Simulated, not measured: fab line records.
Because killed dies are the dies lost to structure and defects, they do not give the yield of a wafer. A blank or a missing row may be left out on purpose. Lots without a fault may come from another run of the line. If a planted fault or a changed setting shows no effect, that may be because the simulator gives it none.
fab line records :: flow sky130
[record]
  lots = 5
  wafers = 15
  lastDay = 50
route steps=708 shown LDD_HVN@270 LDD_HVP@278 PAD_OPEN@708
lots that met no fault: from a run of the same line without faults
startH: hours from the record's first day to the start of the lot's first wafer shown :: waitH: hours since the lot's step before :: " repeats the value in the row above :: L1.1+2: several wafers, shown together as one row :: - no value, or no start was given :: * or withheld: withheld :: < > ~ a bound
route shown NAME@n: a module of which the file shows steps, and the number in the route of the first :: usual: mean and standard deviation over wafers with no fault :: same: alike in all rows :: chamber/n: place in a boat :: sites: per-site readings :: _std_site: standard deviation across them :: _edge_site: the outer-site mean with the inner-site mean subtracted :: radiusMm: how far each site lies from the wafer's centre :: mask NAME#n: copy n :: behind: the last tool/chamber to shape the wafer :: hold: what put the lot on hold/how long, in hours/how the hold closed :: device: the n, p or np transistor that did not switch :: end of line: the tests these same wafers got at the end of their route :: a step given without rows: its recipe and nothing more :: killed: dies that structure and defects cost at the first sort, which is not the same as the wafer's yield :: map: the dies of a wafer, with x for killed, . for not killed, _ for no die there
set.NAME: the setting as run; set.NAME@STEP: as run at that earlier step :: model.NAME: the simulator's own value behind a step, which no gauge read
certain route steps with their lots: each step a table, each wafer a row
services: the hour from which a tool's chamber was out of use, counted from the record's first day as startH (under 0 if before that day), plus the number of hours and why
[[steps]]
[step SKY_LDD_HVN_SOFTBAKE_03]
[recipe]
  tempC = 90
  timeS = 60
  resist = NOVOLAK
[step SKY_LDD_HVN_EXPOSE_04]
[recipe]
  maskId = HVNTM
  na = 0.6
  sourceShape = conventional
  sigmaOuter = 0.6
  polarization = unpolarized
  targetCdNm = 700
  doseMj = 127
[step SKY_LDD_HVN_PEB_05]
[recipe]
  tempC = withheld
  timeS = *
  resist = NOVOLAK
[step SKY_LDD_HVN_DEVELOP_06]
[recipe]
  resist = NOVOLAK
  developer = TMAH
  developTimeS = 60
  devTempC = 23
[step SKY_LDD_HVN_OVL_MEAS_07]
[usual]
  LDD_HVN_OVL = -0.4/1.4
lot.wafer: L769.2
tool: overlay-02
chamber: -
startH: 565.36
waitH: 0.1
LDD_HVN_OVL[nm]: -2.1

lot.wafer: L769.3
tool: overlay-02
chamber: -
startH: 565.36
waitH: 0.1
LDD_HVN_OVL[nm]: -2.8

lot.wafer: L769.4
tool: overlay-02
chamber: -
startH: 565.36
waitH: 0.1
LDD_HVN_OVL[nm]: -3.0

lot.wafer: L774.1
tool: overlay-01
chamber: -
startH: 599.23
waitH: 0.1
LDD_HVN_OVL[nm]: 3.2

lot.wafer: L774.3
tool: overlay-01
chamber: -
startH: 599.23
waitH: 0.1
LDD_HVN_OVL[nm]: 2.9

lot.wafer: L774.6
tool: overlay-01
chamber: -
startH: 599.23
waitH: 0.1
LDD_HVN_OVL[nm]: 2.5

lot.wafer: L778.3
tool: overlay-01
chamber: -
startH: 630.44
waitH: 0.1
LDD_HVN_OVL[nm]: 0.0

lot.wafer: L778.4
tool: overlay-01
chamber: -
startH: 630.44
waitH: 0.1
LDD_HVN_OVL[nm]: -1.0

lot.wafer: L778.6
tool: overlay-01
chamber: -
startH: 630.44
waitH: 0.1
LDD_HVN_OVL[nm]: 1.3

lot.wafer: L781.1
tool: overlay-01
chamber: -
startH: 652.86
waitH: 0.1
LDD_HVN_OVL[nm]: -1.7

lot.wafer: L781.4
tool: overlay-01
chamber: -
startH: 652.86
waitH: 0.1
LDD_HVN_OVL[nm]: 0.2

lot.wafer: L781.6
tool: overlay-01
chamber: -
startH: 652.86
waitH: 0.1
LDD_HVN_OVL[nm]: -0.4

lot.wafer: L782.2
tool: overlay-02
chamber: -
startH: 664.21
waitH: 0.1
LDD_HVN_OVL[nm]: 1.3

lot.wafer: L782.3
tool: overlay-02
chamber: -
startH: 664.21
waitH: 0.1
LDD_HVN_OVL[nm]: 1.7

lot.wafer: L782.4
tool: overlay-02
chamber: -
startH: 664.21
waitH: 0.1
LDD_HVN_OVL[nm]: -0.3
[step SKY_LDD_HVN_IMPLANT_08]
[recipe]
  species = P
  energyKev = 60
  doseCm2 = 3e+13
  tiltDeg = 40
[step SKY_LDD_HVN_STRIP_09]
[recipe]
  chemistry = O2/N2
  powerW = 1400
  pressureMtorr = 1500
  platenTempC = withheld
  o2FlowSccm = 3000
  n2FlowSccm = 300
  overashFraction = 0.5
[usual]
  chamberPressureMTorr = 1500.0/1.4
  drypumpMotorCurrentA = 5.6/0.6
  oesProductAu = 0.409/0.0045
  stripTimeToEndpointS = 4.140/0.015
lot.wafer: L769.2
tool: plasmaAsher-03
chamber: 1
startH: 565.54
waitH: 0.1
chamberPressureMTorr: 1498.7
drypumpMotorCurrentA: 5.5
oesProductAu: 0.402
rfHoursCounterH: 13
stripTimeToEndpointS: 4.129

lot.wafer: L769.3
tool: plasmaAsher-03
chamber: 0
startH: 565.54
waitH: 0.1
chamberPressureMTorr: 1500.3
drypumpMotorCurrentA: 5.1
oesProductAu: 0.405
rfHoursCounterH: -
stripTimeToEndpointS: 4.139

lot.wafer: L769.4
tool: plasmaAsher-03
chamber: 1
startH: 565.54
waitH: 0.1
chamberPressureMTorr: 1500.9
drypumpMotorCurrentA: 5.5
oesProductAu: 0.402
rfHoursCounterH: -
stripTimeToEndpointS: 4.166

lot.wafer: L774.1
tool: plasmaAsher-01
chamber: 0
startH: 599.41
waitH: 0.1
chamberPressureMTorr: 1499.8
drypumpMotorCurrentA: 5.4
oesProductAu: 0.401
rfHoursCounterH: 80
stripTimeToEndpointS: 4.153

lot.wafer: L774.3
tool: plasmaAsher-01
chamber: 0
startH: 599.41
waitH: 0.1
chamberPressureMTorr: 1498.7
drypumpMotorCurrentA: 5.4
oesProductAu: 0.412
rfHoursCounterH: -
stripTimeToEndpointS: 4.130

lot.wafer: L774.6
tool: plasmaAsher-01
chamber: 0
startH: 599.41
waitH: 0.1
chamberPressureMTorr: 1498.8
drypumpMotorCurrentA: 5.4
oesProductAu: 0.404
rfHoursCounterH: -
stripTimeToEndpointS: 4.123

lot.wafer: L778.3
tool: plasmaAsher-02
chamber: 0
startH: 630.64
waitH: 0.1
chamberPressureMTorr: 1501.3
drypumpMotorCurrentA: 5.5
oesProductAu: 0.411
rfHoursCounterH: -
stripTimeToEndpointS: 4.127

lot.wafer: L778.4
tool: plasmaAsher-02
chamber: 1
startH: 630.64
waitH: 0.1
chamberPressureMTorr: 1499.1
drypumpMotorCurrentA: 6.7
oesProductAu: 0.409
rfHoursCounterH: -
stripTimeToEndpointS: 4.118

lot.wafer: L778.6
tool: plasmaAsher-02
chamber: 1
startH: 630.64
waitH: 0.1
chamberPressureMTorr: 1500.6
drypumpMotorCurrentA: 6.7
oesProductAu: 0.401
rfHoursCounterH: -
stripTimeToEndpointS: 4.136

lot.wafer: L781.1
tool: plasmaAsher-03
chamber: 0
startH: 653.05
waitH: 0.1
chamberPressureMTorr: 1500.3
drypumpMotorCurrentA: 5.0
oesProductAu: 0.411
rfHoursCounterH: 22
stripTimeToEndpointS: 4.158

lot.wafer: L781.4
tool: plasmaAsher-03
chamber: 0
startH: 653.05
waitH: 0.1
chamberPressureMTorr: 1499.5
drypumpMotorCurrentA: 5.1
oesProductAu: 0.413
rfHoursCounterH: -
stripTimeToEndpointS: 4.140

lot.wafer: L781.6
tool: plasmaAsher-03
chamber: 0
startH: 653.05
waitH: 0.1
chamberPressureMTorr: 1502.6
drypumpMotorCurrentA: 5.1
oesProductAu: 0.412
rfHoursCounterH: -
stripTimeToEndpointS: 4.141

lot.wafer: L782.2
tool: plasmaAsher-03
chamber: 1
startH: 664.39
waitH: 0.1
chamberPressureMTorr: 1499.9
drypumpMotorCurrentA: 5.5
oesProductAu: 0.407
rfHoursCounterH: 23
stripTimeToEndpointS: 4.151

lot.wafer: L782.3
tool: plasmaAsher-03
chamber: 0
startH: 664.39
waitH: 0.1
chamberPressureMTorr: 1499.2
drypumpMotorCurrentA: 5.0
oesProductAu: 0.408
rfHoursCounterH: -
stripTimeToEndpointS: 4.146

lot.wafer: L782.4
tool: plasmaAsher-03
chamber: 1
startH: 664.39
waitH: 0.1
chamberPressureMTorr: 1500.3
drypumpMotorCurrentA: 5.5
oesProductAu: 0.413
rfHoursCounterH: -
stripTimeToEndpointS: 4.154
[step SKY_LDD_HVN_TW_MEAS_10]
[usual]
  LDD_HVN_TW = 1419/10
lot.wafer: L769.2
tool: filmMetro-01
chamber: -
startH: 565.65
waitH: 0.1
LDD_HVN_TW: 1435

lot.wafer: L769.3
tool: filmMetro-01
chamber: -
startH: 565.65
waitH: 0.1
LDD_HVN_TW: 1431

lot.wafer: L769.4
tool: filmMetro-01
chamber: -
startH: 565.65
waitH: 0.1
LDD_HVN_TW: 1430

lot.wafer: L774.1
tool: filmMetro-03
chamber: -
startH: 599.51
waitH: 0.1
LDD_HVN_TW: 1406

lot.wafer: L774.3
tool: filmMetro-03
chamber: -
startH: 599.51
waitH: 0.1
LDD_HVN_TW: 1417

lot.wafer: L774.6
tool: filmMetro-03
chamber: -
startH: 599.51
waitH: 0.1
LDD_HVN_TW: 1412

lot.wafer: L778.3
tool: filmMetro-01
chamber: -
startH: 630.73
waitH: 0.1
LDD_HVN_TW: 1436

lot.wafer: L778.4
tool: filmMetro-01
chamber: -
startH: 630.73
waitH: 0.1
LDD_HVN_TW: 1440

lot.wafer: L778.6
tool: filmMetro-01
chamber: -
startH: 630.73
waitH: 0.1
LDD_HVN_TW: 1435

lot.wafer: L781.1
tool: filmMetro-03
chamber: -
startH: 653.15
waitH: 0.1
LDD_HVN_TW: 1414

lot.wafer: L781.4
tool: filmMetro-03
chamber: -
startH: 653.15
waitH: 0.1
LDD_HVN_TW: 1404

lot.wafer: L781.6
tool: filmMetro-03
chamber: -
startH: 653.15
waitH: 0.1
LDD_HVN_TW: 1410

lot.wafer: L782.2
tool: filmMetro-03
chamber: -
startH: 664.50
waitH: 0.1
LDD_HVN_TW: 1411

lot.wafer: L782.3
tool: filmMetro-03
chamber: -
startH: 664.50
waitH: 0.1
LDD_HVN_TW: 1408

lot.wafer: L782.4
tool: filmMetro-03
chamber: -
startH: 664.50
waitH: 0.1
LDD_HVN_TW: 1411
[step SKY_LDD_HVP_DEHYDRATE_00]
[recipe]
  tempC = 200
  timeS = 60
[step SKY_LDD_HVP_HMDS_01]
[recipe]
  primeTimeS = 60
  primeTempC = 120
[step SKY_LDD_HVP_COAT_02]
[recipe]
  resist = NOVOLAK
  spinRpm = 3000
  resistThkNm = 300
[step SKY_LDD_HVP_SOFTBAKE_03]
[recipe]
  tempC = 90
  timeS = 60
  resist = NOVOLAK
[step SKY_LDD_HVP_EXPOSE_04]
[recipe]
  maskId = HVPTM
  na = 0.6
  sourceShape = conventional
  sigmaOuter = 0.6
  polarization = unpolarized
  targetCdNm = 700
  doseMj = 86
[same]
  na = 0.6
lot.wafer: L769.2+3+4
tool: ilineStepper-01
chamber: 0
startH: 580.18
waitH: -
mask: HVPTM#0

lot.wafer: L774.1+3+6
tool: ilineStepper-01
chamber: 0
startH: 613.48
waitH: -
mask: HVPTM_R1#0

lot.wafer: L778.3+4+6
tool: ilineStepper-01
chamber: 0
startH: 645.00
waitH: -
mask: HVPTM#0

lot.wafer: L781.1+4+6
tool: ilineStepper-01
chamber: 0
startH: 667.04
waitH: -
mask: HVPTM#0

lot.wafer: L782.2+3+4
tool: ilineStepper-01
chamber: 0
startH: 678.34
waitH: -
mask: HVPTM#0
[step SKY_LDD_HVP_PEB_05]
[recipe]
  tempC = withheld
  timeS = *
  resist = NOVOLAK
[step SKY_PAD_OPEN_PROBE_99]
[usual]
  killed_at_M0_to_M3 = 44/7.9
  killed_at_M4_up = 3.1/2
  killedAtContacts = 23/4.9
  killedAtFrontEnd = 15/3.9
  killedAtOther = 0.2/0.49
  killedDies = 86/10
  killedOnRim = 17/3.9
  killedOpen = 47/7.1
  killedShort = 39/7.1
[same]
  grossDies = 492
  killedAtBackSide = 0
lot.wafer: L774.1
tool: prober-01
chamber: -
startH: 1163.25
waitH: 0.1
killed_at_M0_to_M3: 40
killed_at_M4_up: 2
killedAtContacts: 28
killedAtFrontEnd: 345
killedAtOther: 0
killedDies: 415
killedOnRim: 58
killedOpen: 60
killedShort: 31

lot.wafer: L774.3
tool: prober-01
chamber: -
startH: 1163.35
waitH: 0.2
killed_at_M0_to_M3: 53
killed_at_M4_up: 5
killedAtContacts: 16
killedAtFrontEnd: 325
killedAtOther: 1
killedDies: 400
killedOnRim: 45
killedOpen: 44
killedShort: 43

lot.wafer: L774.6
tool: prober-01
chamber: -
startH: 1163.50
waitH: 0.2
killed_at_M0_to_M3: 39
killed_at_M4_up: 4
killedAtContacts: 21
killedAtFrontEnd: 328
killedAtOther: 0
killedDies: 392
killedOnRim: 51
killedOpen: 53
killedShort: 30

lot.wafer: L778.3
tool: prober-01
chamber: -
startH: 1180.29
waitH: 0.2
killed_at_M0_to_M3: 49
killed_at_M4_up: 5
killedAtContacts: 20
killedAtFrontEnd: 9
killedAtOther: 1
killedDies: 84
killedOnRim: 11
killedOpen: 52
killedShort: 32

lot.wafer: L778.4
tool: prober-01
chamber: -
startH: 1180.34
waitH: 0.2
killed_at_M0_to_M3: 48
killed_at_M4_up: 4
killedAtContacts: 19
killedAtFrontEnd: 11
killedAtOther: 0
killedDies: 82
killedOnRim: 14
killedOpen: 42
killedShort: 40

lot.wafer: L778.6
tool: prober-01
chamber: -
startH: 1180.44
waitH: 0.2
killed_at_M0_to_M3: 50
killed_at_M4_up: 8
killedAtContacts: 20
killedAtFrontEnd: 20
killedAtOther: 0
killedDies: 98
killedOnRim: 18
killedOpen: 50
killedShort: 48

lot.wafer: L781.1
tool: prober-02
chamber: -
startH: 1195.55
waitH: 0.1
killed_at_M0_to_M3: 47
killed_at_M4_up: 6
killedAtContacts: 18
killedAtFrontEnd: 19
killedAtOther: 0
killedDies: 90
killedOnRim: 19
killedOpen: 52
killedShort: 38

lot.wafer: L781.4
tool: prober-02
chamber: -
startH: 1195.70
waitH: 0.2
killed_at_M0_to_M3: 36
killed_at_M4_up: 2
killedAtContacts: 27
killedAtFrontEnd: 14
killedAtOther: 1
killedDies: 80
killedOnRim: 18
killedOpen: 44
killedShort: 36

lot.wafer: L781.6
tool: prober-02
chamber: -
startH: 1195.80
waitH: 0.2
killed_at_M0_to_M3: 47
killed_at_M4_up: 5
killedAtContacts: 20
killedAtFrontEnd: 16
killedAtOther: 0
killedDies: 88
killedOnRim: 21
killedOpen: 51
killedShort: 37

lot.wafer: L782.2
tool: prober-01
chamber: -
startH: 1199.57
waitH: 0.1
killed_at_M0_to_M3: 40
killed_at_M4_up: 0
killedAtContacts: 22
killedAtFrontEnd: 13
killedAtOther: 0
killedDies: 75
killedOnRim: 10
killedOpen: 46
killedShort: 28

lot.wafer: L782.3
tool: prober-01
chamber: -
startH: 1199.62
waitH: 0.2
killed_at_M0_to_M3: 38
killed_at_M4_up: 3
killedAtContacts: 18
killedAtFrontEnd: 11
killedAtOther: 0
killedDies: 70
killedOnRim: 14
killedOpen: 43
killedShort: 27

lot.wafer: L782.4
tool: prober-01
chamber: -
startH: 1199.67
waitH: 0.2
killed_at_M0_to_M3: 40
killed_at_M4_up: 1
killedAtContacts: 17
killedAtFrontEnd: 14
killedAtOther: 0
killedDies: 72
killedOnRim: 17
killedOpen: 39
killedShort: 33
// killed by level:class
L774.1 LDD_HVP:areaExpose=324 VIA1:geometricParticle:open=15 CONTACT:geometricParticle:open=12 LI_CONTACT:geometricParticle:open=9 VIA3:geometricParticle:open=6 FIELD_ISO:geometricParticle:short=5 POLY_GATE:geometricParticle:open=5 POLY_GATE:geometricParticle:short=4
L774.3 LDD_HVP:areaExpose=313 VIA2:geometricParticle:open=8 VIA3:geometricParticle:open=7 CONTACT:geometricParticle:open=6 METAL1:geometricParticle:short=6 VIA1:geometricParticle:short=6 VIA1:geometricParticle:open=6 METAL3:geometricParticle:short=5
L774.6 LDD_HVP:areaExpose=309 CONTACT:geometricParticle:open=10 VIA1:geometricParticle:open=10 VIA2:geometricParticle:open=9 FIELD_ISO:geometricParticle:open=6 VIA3:geometricParticle:open=5 METAL1:geometricParticle:short=5 POLY_GATE:geometricParticle:open=4
L778.3 VIA2:geometricParticle:open=10 VIA1:geometricParticle:open=9 VIA1:geometricParticle:short=8 VIA3:geometricParticle:open=8 LI_CONTACT:geometricParticle:open=7 CONTACT:geometricParticle:open=7 VIA3:geometricParticle:short=5 FIELD_ISO:geometricParticle:open=3
L778.4 VIA1:geometricParticle:open=12 VIA1:geometricParticle:short=9 VIA3:geometricParticle:open=6 CONTACT:geometricParticle:open=6 METAL2:geometricParticle:short=5 LI_CONTACT:geometricParticle:short=5 VIA2:geometricParticle:open=4 METAL4:geometricParticle:short=4
L778.6 VIA1:geometricParticle:open=16 FIELD_ISO:geometricParticle:short=9 CONTACT:geometricParticle:open=6 VIA1:geometricParticle:short=6 VIA3:geometricParticle:open=6 METAL3:geometricParticle:short=5 LOCAL_INTERCONNECT:geometricParticle:short=5 METAL2:geometricParticle:short=5
L781.1 VIA3:geometricParticle:open=10 VIA1:geometricParticle:open=9 VIA2:geometricParticle:open=7 VIA1:geometricParticle:short=6 METAL3:geometricParticle:open=6 FIELD_ISO:geometricParticle:open=5 LOCAL_INTERCONNECT:geometricParticle:short=5 CONTACT:geometricParticle:short=5
L781.4 CONTACT:geometricParticle:open=12 VIA1:geometricParticle:open=7 METAL1:geometricParticle:short=6 FIELD_ISO:geometricParticle:open=5 CONTACT:geometricParticle:short=5 METAL3:geometricParticle:short=5 METAL2:geometricParticle:short=5 VIA2:geometricParticle:open=5
L781.6 FIELD_ISO:geometricParticle:open=10 VIA1:geometricParticle:open=9 VIA2:geometricParticle:open=8 LI_CONTACT:geometricParticle:open=7 VIA3:geometricParticle:open=7 METAL2:geometricParticle:short=6 METAL3:geometricParticle:short=6 CONTACT:geometricParticle:open=5
L782.2 VIA1:geometricParticle:open=14 CONTACT:geometricParticle:open=7 LOCAL_INTERCONNECT:geometricParticle:short=6 LI_CONTACT:geometricParticle:open=5 VIA3:geometricParticle:open=5 FIELD_ISO:geometricParticle:open=4 VIA2:geometricParticle:open=4 POLY_GATE:geometricParticle:short=3
L782.3 VIA1:geometricParticle:open=9 CONTACT:geometricParticle:open=7 METAL1:geometricParticle:short=6 METAL1:geometricParticle:open=6 VIA1:geometricParticle:short=5 LI_CONTACT:geometricParticle:open=4 VIA2:geometricParticle:open=4 FIELD_ISO:geometricParticle:open=3
L782.4 VIA1:geometricParticle:open=10 LI_CONTACT:geometricParticle:open=7 METAL1:geometricParticle:short=5 VIA3:geometricParticle:open=5 VIA2:geometricParticle:open=5 FIELD_ISO:geometricParticle:open=4 POLY_GATE:geometricParticle:short=4 VIA2:geometricParticle:short=4
// map L774.1 (x killed, . not)
__________x..x.x.x.x_________
________....xxxx..xx.._______
______x.xxxx.xxxxxxxxxxx_____
_____.....xxxxxx.xxxxxx..____
____xx.xxx...xxxxxxxxx.x.x___
___..x..xxxxxxxxxxxxxx.xxxx__
__x..x.xxxxxxxxxxxxxxxxxxxxx_
_....xxxxxxxxxxxxxxxxxxxxxx.x
_xx..xxxxxxxxxxxxxxxxxxxxx.x.
_.x.xxxxxxxxxxxxxxxxxxxxx.xx.
_.x...xxxxxxxxxxxxxxxxxxxx.xx
_.xxxxxxxxxxxxxxxxxxxxxxxxxxx
_.xxxxxxxxxxxxxxxxxxxxxxxxxxx
_..xxxxxxxxxxxxxxxxxxxxxxxxxx
_..xxxx.xxxxxxxxxxxxxxxxxx.x.
__.xxxxxxxxxxxxxxxxxxxxxxxxx_
___xxxxxxxxxxxxxxxxxxxxxxxx__
____xxxxxxxxxxxxxxxxxxxxxx___
_____xx.xxxx..xxxxxxxxxx.____
______x.x.x.xxxxxx..xxxx_____
________xxxxxxxxxxx.xx_______
__________.xx.xxxxxx_________
// map L781.1 (x killed, . not)
__________xx..x....._________
________.x.......x...._______
______....x........x...._____
_____.....x......x.x...x.____
____..x...x.x.x.x.........___
___....x.xx..x.x.x.........__
__...xx.x.x................._
_...x....x..x........x.......
_............x..........x...x
_x..x...x.......x....x.......
_..x.........x....xx.........
_......x.....xx...xx....xx...
_x......x.x....xx.x.xx....x.x
_.x......x...x.x.......x..x..
_.xx...xx......x.x..x........
__.xx..........x..........xx_
___x......................x__
____............x...x..x..___
_____.....x...x...x.....x____
______x.x..............x_____
________....x........._______
__________.........._________
[[services]]
tool: ilineStepper-01
chamber: -
startH: 569.67
hours: 1.7
kind: pm

tool: plasmaAsher-01
chamber: -
startH: 617.43
hours: 1.3
kind: repair

tool: plasmaAsher-03
chamber: -
startH: 673.77
hours: 28.1
kind: pm
[[key]]
[firstSign]
  step = SKY_LDD_HVP_EXPOSE_04
  reading = mask
  direction = changed
[effect]
  step = SKY_PAD_OPEN_PROBE_99
  reading = killedAtFrontEnd
  direction = up
  sigmas = 81
  usual = 15
  struck = 333
[moreKillsBornAt]
  SKY_LDD_HVP_EXPOSE_04@ilineStepper-01 = 946
metAt SKY_LDD_HVP_EXPOSE_04
struckWafers L774.1,L774.3,L774.6
testerLeftOut L774
onsetBetween 580.18 613.48
[fault]
  kind = wrongMask
  tool = any
  chamber = -
  onsetH = 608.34
  steps = SKY_LDD_HVP_EXPOSE_04
  auxCopy = HVPTM_R1#0
  cdOffsetNm = -140
  scope = struckLotsOnly
// testerLeftOut: of these lots the tester's yield and bins aren't shown, on N5 and GAA mostly nor the transistor test; their killed dies are dies lost to structure and defects alone, not to doping, threshold or leakage, so they don't give the yield
